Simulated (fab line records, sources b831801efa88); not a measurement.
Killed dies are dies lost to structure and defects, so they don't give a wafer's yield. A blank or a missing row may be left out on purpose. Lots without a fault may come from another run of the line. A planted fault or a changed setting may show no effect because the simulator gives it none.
Split-lot experiment | flow sky130 | 5 lots, 23 wafers read, on a route of 708 steps

THE SPLIT
At SKY_VT_ADJUST_NCORE_EXPOSE_04 (exposes mask LVTN COMPLEMENT THIN, target cd 380 nm), the setting dose_mj was moved away from the recipe's 139 on 10 of the 23 wafers read, by -7.3% to +6.5%. The other wafers ran this setting at the recipe's value.

FROM THE SPLIT TO THE READING: what the file shows between them, 2 steps
- SKY_VT_ADJUST_NCORE_PEB_05
- SKY_VT_ADJUST_NCORE_DEVELOP_06: develop time 62.21 s

THE READING
cd_nm, in nm, at SKY_VT_ADJUST_NCORE_CD_MEAS_07 (target cd 380 nm). Fault-free wafers of this fab line usually give 380.0 nm, standard deviation 2.4 nm.

wafer  | tool, chamber at the split | dose_mj as run | against the recipe | cd_nm, nm | against lot-mates on the recipe
L074.1 | iline_stepper-01, 0        | 139            | recipe             | 379.7     | -
L074.3 | iline_stepper-01, 0        | 148            | +6.5%              | 397.2     | +17.9
L074.4 | iline_stepper-01, 0        | 148            | +6.5%              | 397.8     | +18.5
L074.5 | iline_stepper-01, 0        | 148            | +6.5%              | 401.7     | +22.4
L074.6 | iline_stepper-01, 0        | 139            | recipe             | 378.9     | -
L075.1 | iline_stepper-02, 0        | 139            | recipe             | 377.3     | -
L075.3 | iline_stepper-02, 0        | 130.9          | -5.8%              | 359.2     | -18.2
L075.4 | iline_stepper-02, 0        | 130.9          | -5.8%              | 360.6     | -16.8
L075.5 | iline_stepper-02, 0        | 139            | recipe             | 379.5     | -
L075.6 | iline_stepper-02, 0        | 139            | recipe             | 375.4     | -
L078.2 | iline_stepper-02, 0        | 128.8          | -7.3%              | 359.7     | -21.6
L078.3 | iline_stepper-02, 0        | 128.8          | -7.3%              | 357.7     | -23.6
L078.4 | iline_stepper-02, 0        | 139            | recipe             | 382.1     | -
L078.5 | iline_stepper-02, 0        | 139            | recipe             | 380.4     | -
L078.6 | iline_stepper-02, 0        | 128.8          | -7.3%              | 358.4     | -22.9
L079.1 | iline_stepper-02, 0        | 139            | recipe             | 381.2     | -
L079.2 | iline_stepper-02, 0        | 139            | recipe             | 381.4     | -
L079.3 | iline_stepper-02, 0        | 139            | recipe             | 381.2     | -
L081.2 | iline_stepper-02, 0        | 139            | recipe             | 380.3     | -
L081.3 | iline_stepper-02, 0        | 133.9          | -3.7%              | 371.9     | -8.8
L081.4 | iline_stepper-02, 0        | 133.9          | -3.7%              | 371.4     | -9.3
L081.5 | iline_stepper-02, 0        | 139            | recipe             | 378.6     | -
L081.6 | iline_stepper-02, 0        | 139            | recipe             | 383.2     | -

THE FIT
A straight line over all 23 wafers: cd_nm changes by +2.96 nm for each +1% of dose_mj; r = +0.99; the points scatter about the line by 2.1 nm.
The same after taking each lot's own level away (the mean of its wafers on the recipe; 23 wafers): +3.02 nm for each +1%; r = +0.99; scatter 1.5 nm.
On that fit, the largest move of dose_mj shifts the reading by 22 nm.
The lots' own levels span 377.40 to 381.27 nm, that is 1.6 times the standard deviation above.
So the lot-to-lot level changes the slope little: the two slopes agree.
Check: with one of the wafers moved furthest among these (-7.3%) left out of the fit, the line predicts -22.1 nm for it against its lot-mates. It came out at -21.6 nm against them.

OTHER SPLITS ON THESE WAFERS
These wafers also went through other splits before the reading. Each is held against what the fit with the lots' levels taken away leaves over:
other split on the same wafers           | wafers away from the commonest value | r with cd_nm (lot level and that fit taken away)
SKY_FIELD_ISO_EXPOSE_10 dose_mj          | 11                                   | +0.07
SKY_FIELD_ISO_ETCH_14 time_s             | 2                                    | -0.18
SKY_NWELL_IMPLANT_24 dose_cm2            | 5                                    | -0.52
SKY_VT_ADJUST_HVTP_EXPOSE_04 dose_mj     | 10                                   | -0.27
SKY_VT_ADJUST_LVTN_IMPLANT_08 dose_cm2   | 5                                    | -0.11
SKY_VT_ADJUST_LVTN_IMPLANT_19 energy_kev | 9                                    | +0.15

THE WHOLE CHAIN: every reading that the file lists as answering this split, in the file's order
step                           | what it does         | reading                                                                | change (the file's fit)              | r (the file's)
SKY_VT_ADJUST_NCORE_DEVELOP_06 | develop time 62.21 s | VT_ADJUST_NCORE.cd_nm (the simulator's own value, which no gauge read) | +3 nm for each +1% of the setting    | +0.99
SKY_VT_ADJUST_NCORE_CD_MEAS_07 | target cd 380 nm     | cd_nm                                                                  | +2.99 nm for each +1% of the setting | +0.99

THE FILE'S OWN FIT
cd_nm changes by +2.99 nm for each +1% of dose_mj, r = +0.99.
